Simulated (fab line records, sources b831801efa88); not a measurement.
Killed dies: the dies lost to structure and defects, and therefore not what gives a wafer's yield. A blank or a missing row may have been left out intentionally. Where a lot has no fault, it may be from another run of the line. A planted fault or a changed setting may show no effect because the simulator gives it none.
A lot that was struck, set against a sound lot	flow sky130	17 out of 708 route steps
Sound: the wafers L673.2, L673.5, L673.6. Wafers struck: L684.2, L684.5. The cause is named last.
Order at every step that has rows: each side's tool, ch and its chambers, its first start. Under that, the readings that differ: sound wafers	struck wafers	difference of the means	sigmas: that difference in standard deviations of wafers without a fault.
alike: a reading whose means differ by less than 2 such deviations, as well as words and numbers matching on both sides. not compared: withheld readings; readings where some wafer has no value; bounds like >300 that might hide an equal value; numbers whose values overlap and for which the record gives no deviation.
The two part at a step that has a row with sigmas, a row that says differs or no value, or rows on one side only. When numbers do not overlap yet have no deviation, they are printed without sigmas and do not part them. A reading that every wafer of one side lacks parts them only if that side has two wafers or more.

first, 1 step without rows for these wafers: SKY_VT_ADJUST_NCORE_IMPLANT_09.
SKY_VT_ADJUST_NCORE_STRIP_10: strips in O2/N2.
  sound on plasmaAsher-02 ch 0,1, day 9 19:27; struck on plasmaAsher-04 ch 0, day 13 04:15
  alike: drypumpMotorCurrentA, o2FlowSccm, oesProductAu, stripTimeToEndpointS
  not compared: rfHoursCounterH
SKY_VT_ADJUST_NCORE_TW_MEAS_11:
  sound on filmMetro-02, day 9 19:34; struck on filmMetro-01, day 13 04:22
  alike: VT_ADJUST_NCORE_TW
then, 7 steps without rows for these wafers: SKY_VT_ADJUST_HVTR_DEHYDRATE_00 (time 60 s); SKY_VT_ADJUST_HVTR_HMDS_01 (prime time 60 s); SKY_VT_ADJUST_HVTR_COAT_02 (resist thk 1140 nm); SKY_VT_ADJUST_HVTR_SOFTBAKE_03 (time 60 s); SKY_VT_ADJUST_HVTR_EXPOSE_04 (exposes mask HVTRM, target cd 380 nm); SKY_VT_ADJUST_HVTR_PEB_05; SKY_VT_ADJUST_HVTR_DEVELOP_06 (develop time 60 s).
SKY_VT_ADJUST_HVTR_CD_MEAS_07: the cd target is 380 nm.
  sound on cdSem-02, day 10 18:31; struck on cdSem-01, day 14 06:16
  alike: cdNm
SKY_VT_ADJUST_HVTR_OVL_MEAS_08:
  sound on overlay-02, day 10 18:37; struck on overlay-01, day 14 06:22
  alike: VT_ADJUST_HVTR_OVL
SKY_VT_ADJUST_HVTR_IMPLANT_09:
  sound on implanter-02 ch 0, day 10 18:40; struck on implanter-03 ch 0, day 14 06:26
reading	sound	struck	difference	sigmas
beamOnS (s)	10.00 9.80 10.04	8.17 8.38	-1.67	-8
faradayCurrentUA	11.86 12.07 11.78	14.48 14.14	+2.41	+10
SKY_VT_ADJUST_HVTR_STRIP_10: strips in O2/N2.
  sound on plasmaAsher-04 ch 0,1, day 10 18:48; struck on plasmaAsher-03 ch 0, day 14 06:33
  alike: drypumpMotorCurrentA, o2FlowSccm, oesProductAu, stripTimeToEndpointS
  not compared: rfHoursCounterH
SKY_VT_ADJUST_HVTR_TW_MEAS_11:
  sound on filmMetro-03, day 10 18:55; struck on filmMetro-03, day 14 06:40
reading	sound	struck	difference	sigmas
VT_ADJUST_HVTR_TW	213.5 212.5 213.1	199.7 200.1	-13.1	-8
then, 1 step without rows for these wafers: SKY_VT_ADJUST_PCH_DEHYDRATE_00 (time 60 s).
-- here the record skips 35 days between the struck wafers' starts before and after, leaving off in module VT_ADJUST_PCH and picking up in module PAD_OPEN (first step shown: number 708 of the route) --
SKY_PAD_OPEN_PROBE_99:
  sound on prober-01, day 46 18:20; struck on prober-01, day 49 17:22
reading	sound	struck	difference	sigmas
model.etest.pfet_01v8_mvt.driveUaUm	153.6 153.5 152.7	140.5 140.9	-12.6	
model.etest.pfet_01v8_mvt.offLog10AUm	-10.37 -10.49 -10.56	-11.65 -11.65	-1.18	
model.etest.pfet_01v8_mvt.vtSatV (V)	-0.5466 -0.5596 -0.5581	-0.6372 -0.6369	-0.0823	
model.etest.pfet_01v8_mvt.vtV (V)	-0.6343 -0.6479 -0.6434	-0.7144 -0.7167	-0.0737	
model.etest.pfet_01v8_mvt.vtLongV (V)	-0.8442 -0.8599 -0.8488	-0.9204 -0.9227	-0.0706	
  alike: killed_at_M0_to_M3, killed_at_M4_up, killedAtContacts, killedAtFrontEnd, killedAtOther, killedDies, killedOpen, killedShort

== WHERE THEY PART ==
At SKY_VT_ADJUST_HVTR_IMPLANT_09 first; at SKY_VT_ADJUST_HVTR_TW_MEAS_11 last (within this record only). Later steps at which nothing parts them and some readings are alike: SKY_PAD_OPEN_PROBE_99.

WHY: the cause the simulator had injected
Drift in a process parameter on implanter-03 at SKY_VT_ADJUST_HVTR_IMPLANT_09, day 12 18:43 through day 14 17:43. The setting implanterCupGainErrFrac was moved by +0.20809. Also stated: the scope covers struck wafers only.
